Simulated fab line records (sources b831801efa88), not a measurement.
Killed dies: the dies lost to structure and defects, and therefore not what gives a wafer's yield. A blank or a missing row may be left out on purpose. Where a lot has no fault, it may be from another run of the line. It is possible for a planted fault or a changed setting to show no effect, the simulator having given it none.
Struck lot and sound lot, side by side + flow sky130 + 15 out of 708 route steps
Sound: wafers L168.1, L168.2, L168.3. Wafers struck: L174.3, L174.4, L174.6. The cause is named last.
At each step with rows: each side's tool, then ch and its chambers, then its first start. Under that, the readings that differ: sound wafers + struck wafers + difference of the means + sigmas: that difference in standard deviations of wafers without a fault.
alike: readings whose means differ by less than 2 such deviations, and words and numbers that are the same on both sides. not compared: withheld readings, readings that some wafer has no value for, bounds like >300 that may hide the same value, and numbers for which the record gives no deviation and whose values overlap.
A row with sigmas, a row that says differs or no value, or rows on one side alone: a step with any of these is where the two part. When numbers do not overlap yet have no deviation, they are printed without sigmas and do not part them. Lack of a reading on every wafer of one side parts them only where that side has two or more wafers.

first, 4 steps without rows for these wafers: SKY_LDD_N_SOFTBAKE_03 (time 60 s); SKY_LDD_N_EXPOSE_04 (exposes mask NTM, target cd 840 nm); SKY_LDD_N_PEB_05; SKY_LDD_N_DEVELOP_06 (develop time 60 s).
SKY_LDD_N_OVL_MEAS_07:
  sound: overlay-02 at day 19 06:34; struck: overlay-01 at day 21 16:07
  alike: LDD_N_OVL
then, 7 steps without rows for these wafers: SKY_LDD_N_IMPLANT_08; SKY_LDD_N_IMPLANT_09; SKY_LDD_N_IMPLANT_10; SKY_LDD_N_IMPLANT_11; SKY_LDD_N_IMPLANT_12; SKY_LDD_N_IMPLANT_13; SKY_LDD_N_IMPLANT_14.
SKY_LDD_N_IMPLANT_15:
  sound on implanter-03 ch 0, day 19 07:38; struck on implanter-02 ch 0, day 21 17:17
| reading            | sound                         | struck                        | difference | sigmas      |
|--------------------|-------------------------------|-------------------------------|------------|-------------|
| dose_ions_cm2      | 4.997e+12 4.999e+12 4.992e+12 | 7.702e+12 7.708e+12 7.692e+12 | +2.705e+12 | +99 or more |
| faraday_current_uA | 27.2 29.0 27.6                | 43.6 43.3 42.0                | +15.0      | +27         |
SKY_LDD_N_STRIP_16: strips in O2/N2.
  sound on plasma_asher-03 ch 0,1, day 19 07:47; struck on plasma_asher-02 ch 0,1, day 21 17:25
  alike: drypump_motor_current_A, n2_flow_sccm, oes_product_au, strip_time_to_endpoint_s
  not compared: rf_hours_counter_h
-- here the record skips 27 days between the struck wafers' starts before and after, leaving off in module LDD_N and picking up in module PAD_OPEN (first step shown: number 708 of the route) --
SKY_PAD_OPEN_PROBE_99:
  sound: prober-01 at day 46 15:16; struck: prober-02 at day 48 13:08
| reading                                   | sound                | struck               | difference | sigmas |
|-------------------------------------------|----------------------|----------------------|------------|--------|
| model.etest.nfet_01v8_turned.vt_sat_v (V) | 0.6444 0.6379 0.6393 | 0.693 0.6904 0.681   | +0.048     |        |
| model.etest.nfet_01v8_turned.vt_v (V)     | 0.6934 0.6894 0.6908 | 0.7192 0.7208 0.7117 | +0.0260    |        |
| model.etest.nfet_01v8_lvt.vt_sat_v (V)    | 0.5342 0.5232 0.5275 | 0.5678 0.5681 0.5658 | +0.0389    |        |
| model.etest.nfet_01v8_lvt.vt_v (V)        | 0.6019 0.6001 0.6026 | 0.6291 0.6301 0.6227 | +0.0258    |        |
  alike: killed_at_M0_to_M3, killed_at_M4_up, killed_at_contacts, killed_at_front_end, killed_at_other, killed_dies, killed_open, killed_short
  not compared: model.etest.tip_n.rs_ohm_sq

WHERE THEY PART
SKY_LDD_N_IMPLANT_15 only, going by this record. Later steps at which nothing parts them and some readings are alike: SKY_LDD_N_STRIP_16, SKY_PAD_OPEN_PROBE_99.

WHY: whatever the simulator had introduced
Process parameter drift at SKY_LDD_N_IMPLANT_15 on implanter-02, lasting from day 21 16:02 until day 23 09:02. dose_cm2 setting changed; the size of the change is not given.
